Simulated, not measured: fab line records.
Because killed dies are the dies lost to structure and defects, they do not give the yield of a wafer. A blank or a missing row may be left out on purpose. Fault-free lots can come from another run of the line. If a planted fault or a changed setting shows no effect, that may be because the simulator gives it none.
fab line records | flow gf180mcu
record: lots: 14 | wafers: 42 | last-day: 34
route steps=602 shown NWELL@49 LVPWELL@61 MVPSD@87 VT_IMPLANT@108
lots that met no fault: from a run of the same line without faults
start-h: the number of hours between the record's first day and the start of the first shown wafer of the lot | wait-h: time in hours since the lot's previous step | " identical to the entry in the row above | L1.1+2: a row that stands for several wafers | - no value, or no start was given | * or withheld: withheld | < > ~ a bound
route shown NAME@n: NAME is a module with steps in the file, n the number in the route of the first one | usual: mean/standard deviation of fault-free wafers | same: alike in all rows | chamber/n: place in a boat | sites: readings site by site | _std_site: standard deviation across them | _edge_site: outer sites' mean less inner sites' | radius-mm: for every site, how far away it sits from the centre of the wafer | mask NAME#n: copy n | behind: the tool/chamber that last shaped the wafer | hold: reason for holding the lot/hours on hold/outcome of the hold | device: transistor that didn't switch, given as n, p or np | end of line: tests of these same wafers at the route's end | where a step has no rows: the recipe by itself | killed: dies that structure and defects cost at the first sort, which is not the same as the wafer's yield | map: shows each die of a wafer: x if killed, . if not, _ if none is there
set.NAME: the run value of the setting; set.NAME@STEP: its run value at that earlier step | model.NAME: the simulator's own value behind a step, which no gauge read
a sample of lots followed through the steps of the route, with each step as a table and each wafer as a row
services: the hour from which a tool's chamber was out of use, counted from the record's first day as start-h (under 0 if before that day), plus the number of hours and why
== steps ==
step: GF_NWELL_OVL_MEAS_07
usual: NWELL_OVL: 0.9/1.5
lot.wafer | tool       | chamber | start-h | wait-h | NWELL_OVL[nm]
L536.1    | overlay-01 | -       | 56.66   | -      | 1.1
L536.3    | "          | -       | "       | "      | 0.3
L536.4    | "          | -       | "       | "      | 0.3
L537.1    | overlay-02 | -       | 61.47   | -      | 2.9
L537.3    | "          | -       | "       | "      | 1.8
L537.4    | "          | -       | "       | "      | 1.8
L540.1    | overlay-02 | -       | 78.58   | -      | -1.5
L540.4    | "          | -       | "       | "      | 2.0
L540.6    | "          | -       | "       | "      | 0.0
L541.2    | overlay-01 | -       | 84.42   | -      | 1.5
L541.5    | "          | -       | "       | "      | 1.0
L541.6    | "          | -       | "       | "      | 0.8
L542.3    | overlay-02 | -       | 89.97   | -      | -0.6
L542.5    | "          | -       | "       | "      | -1.2
L542.6    | "          | -       | "       | "      | 1.2
L544.1    | overlay-02 | -       | 102.11  | -      | 1.2
L544.2    | "          | -       | "       | "      | 0.3
L544.4    | "          | -       | "       | "      | 2.3
L545.1    | overlay-02 | -       | 105.68  | -      | 3.1
L545.3    | "          | -       | "       | "      | 3.1
L545.6    | "          | -       | "       | "      | 3.0
L549.3    | overlay-02 | -       | 124.58  | -      | 1.9
L549.4    | "          | -       | "       | "      | 3.0
L549.5    | "          | -       | "       | "      | 0.7
L554.1    | overlay-02 | -       | 157.56  | -      | -0.2
L554.2    | "          | -       | "       | "      | -0.2
L554.5    | "          | -       | "       | "      | 1.4
L555.4    | overlay-02 | -       | 163.72  | -      | -0.3
L555.5    | "          | -       | "       | "      | -1.0
L555.6    | "          | -       | "       | "      | 1.0
L556.4    | overlay-01 | -       | 167.15  | -      | 0.3
L556.5    | "          | -       | "       | "      | 3.1
L556.6    | "          | -       | "       | "      | 1.8
L557.1    | overlay-02 | -       | 174.76  | -      | -3.2
L557.4    | "          | -       | "       | "      | -2.1
L557.5    | "          | -       | "       | "      | -2.7
L558.1    | overlay-01 | -       | 175.71  | -      | 0.6
L558.2    | "          | -       | "       | "      | -0.8
L558.3    | "          | -       | "       | "      | 0.7
L559.1    | overlay-01 | -       | 180.56  | -      | -0.9
L559.3    | "          | -       | "       | "      | -0.7
L559.5    | "          | -       | "       | "      | 0.9
step: GF_LVPWELL_OVL_MEAS_07
usual: LVPWELL_OVL: -0.5/1.3
lot.wafer | tool       | chamber | start-h | wait-h | LVPWELL_OVL[nm]
L536.1    | overlay-02 | -       | 70.42   | -      | -1.3
L536.3    | "          | -       | "       | "      | 0.7
L536.4    | "          | -       | "       | "      | 1.0
L537.1    | overlay-01 | -       | 74.73   | -      | 0.3
L537.3    | "          | -       | "       | "      | 2.9
L537.4    | "          | -       | "       | "      | 0.8
L540.1    | overlay-02 | -       | 92.51   | -      | -0.4
L540.4    | "          | -       | "       | "      | -2.0
L540.6    | "          | -       | "       | "      | -2.3
L541.2    | overlay-02 | -       | 98.48   | -      | -1.6
L541.5    | "          | -       | "       | "      | -1.0
L541.6    | "          | -       | "       | "      | -1.1
L542.3    | overlay-01 | -       | 103.34  | -      | -1.2
L542.5    | "          | -       | "       | "      | 0.4
L542.6    | "          | -       | "       | "      | 0.4
L544.1    | overlay-01 | -       | 116.93  | -      | -0.7
L544.2    | "          | -       | "       | "      | -1.4
L544.4    | "          | -       | "       | "      | -1.1
L545.1    | overlay-02 | -       | 119.02  | -      | -0.6
L545.3    | "          | -       | "       | "      | -1.4
L545.6    | "          | -       | "       | "      | -1.4
L549.3    | overlay-01 | -       | 139.52  | -      | -2.4
L549.4    | "          | -       | "       | "      | -1.8
L549.5    | "          | -       | "       | "      | -2.4
L554.1    | overlay-01 | -       | 173.26  | -      | 1.2
L554.2    | "          | -       | "       | "      | 1.0
L554.5    | "          | -       | "       | "      | 0.3
L555.4    | overlay-02 | -       | 180.17  | -      | 0.6
L555.5    | "          | -       | "       | "      | -0.1
L555.6    | "          | -       | "       | "      | -2.6
L556.4    | overlay-01 | -       | 183.99  | -      | 0.8
L556.5    | "          | -       | "       | "      | 1.7
L556.6    | "          | -       | "       | "      | -0.3
L557.1    | overlay-01 | -       | 191.92  | -      | -0.8
L557.4    | "          | -       | "       | "      | -1.2
L557.5    | "          | -       | "       | "      | -1.0
L558.1    | overlay-01 | -       | 192.27  | -      | -0.2
L558.2    | "          | -       | "       | "      | 0.1
L558.3    | "          | -       | "       | "      | -1.3
L559.1    | overlay-02 | -       | 197.66  | -      | 1.8
L559.3    | "          | -       | "       | "      | 0.7
L559.5    | "          | -       | "       | "      | -0.3
step: GF_MVPSD_IMPLANT_09
recipe: species: B | energy-kev: 40 | dose-cm2: 5e+12 | tilt-deg: 0
usual: beam-energy-keV: 40.001/0.011 | beam-on-s: 10.00/0.21
lot.wafer | tool         | chamber | start-h | wait-h | beam-energy-keV | beam-on-s
L536.1    | implanter-02 | 0       | 97.79   | 0.1    | 40.000          | 9.63
L536.3    | "            | 0       | "       | "      | 39.995          | 9.78
L536.4    | "            | 0       | "       | "      | 40.001          | 9.58
L537.1    | implanter-03 | 0       | 102.80  | 0.1    | 40.020          | 10.09
L537.3    | "            | 0       | "       | "      | 39.999          | 10.11
L537.4    | "            | 0       | "       | "      | 40.014          | 9.88
L540.1    | implanter-02 | 0       | 121.71  | 0.1    | 40.018          | 9.92
L540.4    | "            | 0       | "       | "      | 39.998          | 9.85
L540.6    | "            | 0       | "       | "      | 39.996          | 10.26
L541.2    | implanter-03 | 0       | 126.43  | 0.1    | 40.011          | 10.29
L541.5    | "            | 0       | "       | "      | 40.005          | 9.93
L541.6    | "            | 0       | "       | "      | 40.006          | 9.73
L542.3    | implanter-02 | 0       | 133.30  | 0.1    | 40.017          | 10.41
L542.5    | "            | 0       | "       | "      | 39.997          | 10.05
L542.6    | "            | 0       | "       | "      | 40.000          | 9.94
L544.1    | implanter-02 | -       | 147.19  | 0.1    | -               | -
L544.2    | "            | -       | "       | "      | -               | -
L544.4    | "            | -       | "       | "      | -               | -
L545.1    | implanter-03 | -       | 150.60  | 0.1    | -               | -
L545.3    | "            | -       | "       | "      | -               | -
L545.6    | "            | -       | "       | "      | -               | -
L549.3    | implanter-04 | 0       | 171.94  | 0.1    | 40.020          | 10.03
L549.4    | "            | 0       | "       | "      | 40.013          | 10.11
L549.5    | "            | 0       | "       | "      | 39.996          | 10.10
L554.1    | implanter-02 | 0       | 208.01  | 0.1    | 40.000          | 10.07
L554.2    | "            | 0       | "       | "      | 40.006          | 10.07
L554.5    | "            | 0       | "       | "      | 39.993          | 9.95
L555.4    | implanter-03 | 0       | 215.37  | 0.1    | 40.024          | 10.26
L555.5    | "            | 0       | "       | "      | 40.005          | 10.19
L555.6    | "            | 0       | "       | "      | 40.003          | 10.40
L556.4    | implanter-03 | 0       | 219.93  | 0.1    | 39.993          | 9.85
L556.5    | "            | 0       | "       | "      | 39.999          | 10.01
L556.6    | "            | 0       | "       | "      | 39.979          | 9.84
L557.1    | implanter-03 | 0       | 227.24  | 0.1    | 40.004          | 10.01
L557.4    | "            | 0       | "       | "      | 39.993          | 10.31
L557.5    | "            | 0       | "       | "      | 39.989          | 10.23
L558.1    | implanter-04 | 0       | 227.61  | 0.1    | 40.023          | 9.82
L558.2    | "            | 0       | "       | "      | 40.009          | 9.57
L558.3    | "            | 0       | "       | "      | 40.018          | 10.41
L559.1    | implanter-02 | 0       | 233.05  | 0.1    | 39.994          | 9.78
L559.3    | "            | 0       | "       | "      | 40.000          | 9.96
L559.5    | "            | 0       | "       | "      | 39.992          | 10.15
step: GF_MVPSD_TW_MEAS_11
usual: MVPSD_TW: 557.7/2.7
lot.wafer | tool          | chamber | start-h | wait-h | hold                     | MVPSD_TW
L536.1    | film-metro-03 | -       | 98.04   | 0.1    | -                        | 555.4
L536.3    | "             | -       | "       | "      | -                        | 555.9
L536.4    | "             | -       | "       | "      | -                        | 557.2
L537.1    | film-metro-01 | -       | 103.05  | 0.1    | -                        | 559.9
L537.3    | "             | -       | "       | "      | -                        | 555.3
L537.4    | "             | -       | "       | "      | -                        | 556.5
L540.1    | film-metro-01 | -       | 121.96  | 0.1    | -                        | 552.3
L540.4    | "             | -       | "       | "      | -                        | 559.7
L540.6    | "             | -       | "       | "      | -                        | 555.0
L541.2    | film-metro-03 | -       | 126.66  | 0.1    | -                        | 557.5
L541.5    | "             | -       | "       | "      | -                        | 555.4
L541.6    | "             | -       | "       | "      | -                        | 556.6
L542.3    | film-metro-02 | -       | 133.52  | 0.1    | -                        | 562.2
L542.5    | "             | -       | "       | "      | -                        | 561.1
L542.6    | "             | -       | "       | "      | -                        | 560.8
L544.1    | film-metro-01 | -       | 147.44  | 0.1    | await-dispo/0.2h/release | 522.9
L544.2    | "             | -       | "       | "      | await-dispo/0.2h/release | 528.6
L544.4    | "             | -       | "       | "      | await-dispo/0.2h/release | 526.4
L544.1    | film-metro-01 | -       | 147.73  | 0.3    | -                        | 525.9
L544.2    | "             | -       | "       | "      | -                        | 523.9
L544.4    | "             | -       | "       | "      | -                        | 526.6
L545.1    | film-metro-02 | -       | 150.85  | 0.1    | await-dispo/0.2h/release | 530.7
L545.3    | "             | -       | "       | "      | await-dispo/0.2h/release | 530.9
L545.6    | "             | -       | "       | "      | await-dispo/0.2h/release | 532.2
L545.1    | film-metro-02 | -       | 151.08  | 0.2    | -                        | 530.3
L545.3    | "             | -       | "       | "      | -                        | 532.6
L545.6    | "             | -       | "       | "      | -                        | 530.8
L549.3    | film-metro-01 | -       | 172.16  | 0.1    | -                        | 560.6
L549.4    | "             | -       | "       | "      | -                        | 559.9
L549.5    | "             | -       | "       | "      | -                        | 559.2
L554.1    | film-metro-01 | -       | 208.26  | 0.1    | -                        | 560.2
L554.2    | "             | -       | "       | "      | -                        | 558.5
L554.5    | "             | -       | "       | "      | -                        | 560.3
L555.4    | film-metro-01 | -       | 215.58  | 0.1    | -                        | 555.8
L555.5    | "             | -       | "       | "      | -                        | 556.9
L555.6    | "             | -       | "       | "      | -                        | 559.7
L556.4    | film-metro-02 | -       | 220.14  | 0.1    | -                        | 559.5
L556.5    | "             | -       | "       | "      | -                        | 560.2
L556.6    | "             | -       | "       | "      | -                        | 560.6
L557.1    | film-metro-01 | -       | 227.49  | 0.1    | -                        | 556.0
L557.4    | "             | -       | "       | "      | -                        | 555.5
L557.5    | "             | -       | "       | "      | -                        | 558.5
L558.1    | film-metro-02 | -       | 227.86  | 0.1    | -                        | 555.4
L558.2    | "             | -       | "       | "      | -                        | 554.9
L558.3    | "             | -       | "       | "      | -                        | 558.3
L559.1    | film-metro-02 | -       | 233.30  | 0.1    | -                        | 560.1
L559.3    | "             | -       | "       | "      | -                        | 557.5
L559.5    | "             | -       | "       | "      | -                        | 559.1
step: GF_VT_IMPLANT_OVL_MEAS_18
usual: VT_IMPLANT_01_OVL: -0.2/1.4
lot.wafer | tool       | chamber | start-h | wait-h | VT_IMPLANT_01_OVL[nm]
L536.1    | overlay-01 | -       | 125.51  | 0.1    | -0.4
L536.3    | "          | -       | "       | "      | 0.6
L536.4    | "          | -       | "       | "      | 1.7
L537.1    | overlay-02 | -       | 131.83  | 0.1    | 1.8
L537.3    | "          | -       | "       | "      | -0.6
L537.4    | "          | -       | "       | "      | 0.5
L540.1    | overlay-02 | -       | 152.31  | 0.1    | -0.6
L540.4    | "          | -       | "       | "      | 1.2
L540.6    | "          | -       | "       | "      | 0.7
L541.2    | overlay-02 | -       | 157.31  | 0.1    | -0.4
L541.5    | "          | -       | "       | "      | 1.1
L541.6    | "          | -       | "       | "      | 0.1
L542.3    | overlay-01 | -       | 164.39  | 0.1    | 2.1
L542.5    | "          | -       | "       | "      | 0.3
L542.6    | "          | -       | "       | "      | 2.1
L544.1    | overlay-01 | -       | 179.78  | 0.1    | -1.3
L544.2    | "          | -       | "       | "      | -1.5
L544.4    | "          | -       | "       | "      | -0.1
L545.1    | overlay-01 | -       | 183.26  | 0.1    | -0.3
L545.3    | "          | -       | "       | "      | -0.2
L545.6    | "          | -       | "       | "      | 0.8
L549.3    | overlay-02 | -       | 206.24  | 0.1    | -0.6
L549.4    | "          | -       | "       | "      | 0.6
L549.5    | "          | -       | "       | "      | 0.9
L554.1    | overlay-01 | -       | 244.21  | 0.1    | 0.6
L554.2    | "          | -       | "       | "      | -2.1
L554.5    | "          | -       | "       | "      | 1.0
L555.4    | overlay-02 | -       | 251.72  | 0.1    | 2.4
L555.5    | "          | -       | "       | "      | 0.1
L555.6    | "          | -       | "       | "      | 1.5
L556.4    | overlay-01 | -       | 255.77  | 0.1    | -2.0
L556.5    | "          | -       | "       | "      | 0.1
L556.6    | "          | -       | "       | "      | -0.2
L557.1    | overlay-01 | -       | 264.93  | 0.1    | -2.1
L557.4    | "          | -       | "       | "      | -1.1
L557.5    | "          | -       | "       | "      | -1.7
L558.1    | overlay-01 | -       | 265.16  | 0.1    | 0.9
L558.2    | "          | -       | "       | "      | 1.3
L558.3    | "          | -       | "       | "      | 0.0
L559.1    | overlay-02 | -       | 270.81  | 0.1    | -1.9
L559.3    | "          | -       | "       | "      | -2.7
L559.5    | "          | -       | "       | "      | -1.0
step: GF_VT_IMPLANT_RS_MEAS_49
recipe: thk-meas-gauge: four-point-probe
usual: MVPSD_RS: 1156.6/2.5
lot.wafer | tool          | chamber | start-h | wait-h | hold                     | MVPSD_RS[ohm/sq]
L536.1    | film-metro-03 | -       | 157.64  | 0.1    | -                        | 1157.6
L536.3    | "             | -       | "       | "      | -                        | 1152.1
L536.4    | "             | -       | "       | "      | -                        | 1156.6
L537.1    | film-metro-03 | -       | 163.69  | 0.1    | -                        | 1151.2
L537.3    | "             | -       | "       | "      | -                        | 1154.4
L537.4    | "             | -       | "       | "      | -                        | 1154.8
L540.1    | film-metro-02 | -       | 185.72  | 0.1    | -                        | 1158.4
L540.4    | "             | -       | "       | "      | -                        | 1157.1
L540.6    | "             | -       | "       | "      | -                        | 1160.0
L541.2    | film-metro-02 | -       | 190.54  | 0.1    | -                        | 1154.6
L541.5    | "             | -       | "       | "      | -                        | 1154.4
L541.6    | "             | -       | "       | "      | -                        | 1151.6
L542.3    | film-metro-01 | -       | 198.63  | 0.1    | -                        | 1156.0
L542.5    | "             | -       | "       | "      | -                        | 1156.6
L542.6    | "             | -       | "       | "      | -                        | 1155.4
L544.1    | film-metro-03 | -       | 213.79  | 0.1    | await-dispo/0.2h/release | 1521.3
L544.2    | "             | -       | "       | "      | await-dispo/0.2h/release | 1517.1
L544.4    | "             | -       | "       | "      | await-dispo/0.2h/release | 1514.7
L544.1    | film-metro-03 | -       | 214.13  | 0.3    | -                        | 1524.1
L544.2    | "             | -       | "       | "      | -                        | 1516.5
L544.4    | "             | -       | "       | "      | -                        | 1518.7
L545.1    | film-metro-03 | -       | 219.16  | 0.1    | await-dispo/0.2h/release | 1514.0
L545.3    | "             | -       | "       | "      | await-dispo/0.2h/release | 1508.9
L545.6    | "             | -       | "       | "      | await-dispo/0.2h/release | 1504.7
L545.1    | film-metro-03 | -       | 219.45  | 0.3    | -                        | 1515.9
L545.3    | "             | -       | "       | "      | -                        | 1511.4
L545.6    | "             | -       | "       | "      | -                        | 1509.6
L549.3    | film-metro-01 | -       | 243.03  | 0.1    | -                        | 1157.2
L549.4    | "             | -       | "       | "      | -                        | 1157.3
L549.5    | "             | -       | "       | "      | -                        | 1157.7
L554.1    | film-metro-02 | -       | 283.72  | 0.1    | -                        | 1153.6
L554.2    | "             | -       | "       | "      | -                        | 1156.8
L554.5    | "             | -       | "       | "      | -                        | 1159.3
L555.4    | film-metro-02 | -       | 291.47  | 0.1    | -                        | 1155.1
L555.5    | "             | -       | "       | "      | -                        | 1158.7
L555.6    | "             | -       | "       | "      | -                        | 1157.0
L556.4    | film-metro-02 | -       | 296.03  | 0.1    | -                        | 1153.5
L556.5    | "             | -       | "       | "      | -                        | 1151.8
L556.6    | "             | -       | "       | "      | -                        | 1152.6
L557.1    | film-metro-02 | -       | 306.43  | 0.1    | -                        | 1154.5
L557.4    | "             | -       | "       | "      | -                        | 1153.1
L557.5    | "             | -       | "       | "      | -                        | 1155.0
L558.1    | film-metro-03 | -       | 306.56  | 0.1    | -                        | 1159.7
L558.2    | "             | -       | "       | "      | -                        | 1156.9
L558.3    | "             | -       | "       | "      | -                        | 1154.1
L559.1    | film-metro-02 | -       | 311.68  | 0.1    | -                        | 1152.2
L559.3    | "             | -       | "       | "      | -                        | 1155.3
L559.5    | "             | -       | "       | "      | -                        | 1155.5
== services ==
tool         | chamber | start-h | hours | kind
implanter-04 | -       | 83.02   | 3.6   | repair
implanter-04 | -       | 125.86  | 22.6  | pm
implanter-02 | -       | 149.00  | 2.0   | repair
implanter-04 | -       | 149.77  | 6.3   | pm
implanter-03 | -       | 159.11  | 4.0   | pm
implanter-03 | -       | 164.95  | 5.1   | repair
implanter-02 | -       | 228.83  | 1.9   | repair
== key ==
first-sign: step: GF_MVPSD_IMPLANT_09 | reading: tool-record | direction: missing
effect: step: GF_MVPSD_TW_MEAS_11 | reading: visit | direction: added
effect: step: GF_MVPSD_TW_MEAS_11 | reading: MVPSD_TW | direction: down | sigmas: 11 | usual: 557.7 | struck: 528.6
effect: step: GF_VT_IMPLANT_RS_MEAS_49 | reading: MVPSD_RS | direction: up | sigmas: 99+ | usual: 1156.6 | struck: 1513.5
met-at GF_MVPSD_IMPLANT_09
struck-lots L544,L545
later-rows-left-out L544.1,L544.2,L544.4,L545.1,L545.3,L545.6
sort-left-out L544.1,L544.2,L544.4,L545.1,L545.3,L545.6
tester-left-out L544,L545
not-acting-at GF_NWELL_OVL_MEAS_07,GF_LVPWELL_OVL_MEAS_07,GF_VT_IMPLANT_OVL_MEAS_18
onset-between 133.30 147.19
fault: kind: skipped-step-whole | tool: implanter-02,implanter-03 | chamber: - | onset-h: 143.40 | steps: GF_MVPSD_IMPLANT_09 | scope: struck-lots-only
tester-left-out: of these lots the tester's yield and bins aren't shown, on N5 and GAA mostly nor the transistor test; their killed dies are dies lost to structure and defects alone, not to doping, threshold or leakage, so they don't give the yield
sort-left-out: the simulated sort isn't trusted on such a fault, so these wafers' sort isn't shown, and their yield isn't known
later-rows-left-out: the simulator's readings of these wafers behind a module that went badly wrong aren't trusted and aren't shown, but for the sort
